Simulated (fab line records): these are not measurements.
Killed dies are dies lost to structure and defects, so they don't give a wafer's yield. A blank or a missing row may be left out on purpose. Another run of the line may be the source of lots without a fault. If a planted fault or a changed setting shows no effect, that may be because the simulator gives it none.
Chamber matching + flow gf180mcu + GF_POLY_GATE_ETCH_13 on rie si-01: 4 sister chambers
The step etches poly-Si in HBr/Cl2, stops on SiO2, target depth 198.5 nm, time 69.6 s. 4 wafers are shown with their chamber, then 7 later ones without.

== WAFERS PAIRED WITH THEIR CHAMBERS ==
| wafer  | chamber | drypump motor current A (A) |
|--------|---------|-----------------------------|
| L609.3 | 2       | 5.76                        |
| L609.6 | 3       | 5.90                        |
| L611.1 | 1       | 5.67                        |
| L611.5 | 0       | 6.32                        |

== WAFERS WITH NO CHAMBER GIVEN ==
| wafer  | drypump motor current A (A) |
|--------|-----------------------------|
| L611.6 | 5.68                        |
| L618.2 | 5.90                        |
| L618.5 | 5.90                        |
| L618.6 | 6.30                        |
| L621.1 | 5.78                        |
| L621.4 | 5.89                        |
| L621.5 | 5.67                        |

== WHICH CHAMBER EACH WENT THROUGH ==
| wafer  | from the rows above | in truth |
|--------|---------------------|----------|
| L611.6 | 1                   | 1        |
| L618.2 | 3                   | 3        |
| L618.5 | 3                   | 3        |
| L618.6 | 0                   | 0        |
| L621.1 | 2                   | 2        |
| L621.4 | 3                   | 3        |
| L621.5 | 1                   | 1        |
Placed correctly: 7 of 7. Number that these rows cannot place: 0. 0 placed wrongly.
How it was worked out, from the rows above alone: a wafer's distance from a chamber is the root of the sum, over the readings, of the square of ((its reading less the chamber's mean) divided by the reading's scatter). If the next closest chamber is less than 2 further off than the closest, the wafer can't be placed; otherwise it belongs to the closest. A chamber's mean is the mean of its shown wafers. The scatter: with one shown wafer a chamber, the root of the mean of the squares of how far each hidden wafer lies from its nearest shown one.
